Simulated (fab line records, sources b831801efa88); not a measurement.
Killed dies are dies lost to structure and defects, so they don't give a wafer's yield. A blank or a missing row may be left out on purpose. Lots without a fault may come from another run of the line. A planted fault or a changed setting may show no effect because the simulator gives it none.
Problem report in the 8D (eight disciplines) form, filled by code | flow gf180mcu | the parts of the form that need people (team, actions taken, sign-off) are left out

1. THE PROBLEM
V4_CVD_02_THK at GF_V4_THK_MEAS_03 reads a mean of 478 nm on 1 wafer of 1 lot; wafers without a fault read 853 nm with a standard deviation of 10. That is -38 standard deviations from the usual mean.
First seen on wafer L523.5, day 27 06:49, on film_metro-04. The record holds 33 wafers of 11 lots with a number at this step. Rule for "out", or "out of limits": more than 4 standard deviations from the usual mean. The other wafers with a number count as sound.

2. WHAT IT IS AND WHAT IT IS NOT
question                    | is                | is not
which readings at this step | V4_CVD_02_THK     | -
which lots                  | L523              | L515, L516, L518, L519, L521, L522, L525, L532, L534, L536
which wafers of those lots  | L523.5            | L523.1, L523.6
read on which gauges        | film_metro-04     | film_metro-01, film_metro-03
when                        | from day 27 06:49 | up to then (20 sound wafers); but 12 sound wafers of L525, L532, L534, L536 came after

3. SUSPECTS, AND WHAT RULES EACH OUT
Counting: a tool at a process step up to the reading stays a suspect if it ran every lot that is out. Sound lots after the first of them don't rule it out here, since some wafers of a struck lot are sound.
- the gauge at GF_V4_THK_MEAS_03: ruled out. All the wafers that are out were read on film_metro-04, but those of them that GF_V4_CMP_04 has rows for are out there too, on other tools.
- plasma_asher-03 at GF_V3_STRIP_18 (strips in O2/N2): kept. It ran the lot that is out, L523 (day 26 07:37); its last sound lot up to then is L522 (day 25 15:27).
- pvd_sputter-02 at GF_M4_SPUTTER_02 (material AlCu, target thk 450 nm, time 23.9 s): kept. It ran the lot that is out, L523 (day 26 09:19).
- pecvd-04 at GF_V4_CVD_02 (deposits SiO2 from TEOS, target thk 850 nm, time 94.851 s): kept. It ran the lot that is out, L523 (day 27 06:45); its last sound lot up to then is L522 (day 26 14:58).
- Within plasma_asher-03 at GF_V3_STRIP_18: the wafers that are out ran in chamber 1; their sound lot-mates ran in chamber 0.
- Within pecvd-04 at GF_V4_CVD_02: the wafers that are out ran in chamber 2; their sound lot-mates ran in chamber 1.
Left after counting: plasma_asher-03 at GF_V3_STRIP_18, pvd_sputter-02 at GF_M4_SPUTTER_02, pecvd-04 at GF_V4_CVD_02.

4. THE CAUSE (what the simulator had put in)
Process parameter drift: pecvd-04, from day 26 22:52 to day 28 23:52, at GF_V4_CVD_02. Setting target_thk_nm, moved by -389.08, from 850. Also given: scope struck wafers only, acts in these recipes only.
Counting left 3 suspects, and this tool is among them.

5. THE CHAIN OF EFFECTS, in route order
Each row: a reading whose mean over the struck wafers that have a number lies more than 3 standard deviations from the usual. Only readings for which the record gives a usual standard deviation are gone through. hours: the time from each lot's start at the first step in this table that gives one to its start at this step, as a median over the lots. sigmas: the change in usual standard deviations.
hours | step              | reading            | usual      | on struck wafers | change | sigmas
0     | GF_V4_THK_MEAS_03 | V4_CVD_02_THK      | 853 nm     | 478              | -375   | -38
0     | GF_V4_CMP_04      | time_to_endpoint_s | 84 s       | 37               | -47    | -8.5
-     | GF_V4_ETCH_17     | oes_product_au     | 0.856 a.u. | 0.739            | -0.117 | -24
The process steps in it:
- GF_V4_CMP_04: polishes SiO2.
- GF_V4_ETCH_17: etches SiO2 in C4F8/O2/Ar, stops on TiN, target depth 630 nm.

6. WHAT WOULD HAVE CAUGHT IT SOONER
In this record the first reading out of limits at a measuring or inspecting step was taken at day 27 06:49, 8 hours after the fault began at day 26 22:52.
Of the tool readings at GF_V4_CVD_02 for which the record gives a usual standard deviation, none was out on any struck wafer, so an alarm limit of 4 standard deviations on them would not have fired.
All the lots that are out (1) had begun GF_V4_CVD_02 on pecvd-04 by day 27 06:49. A hold on the tool at that time would have spared none of them.
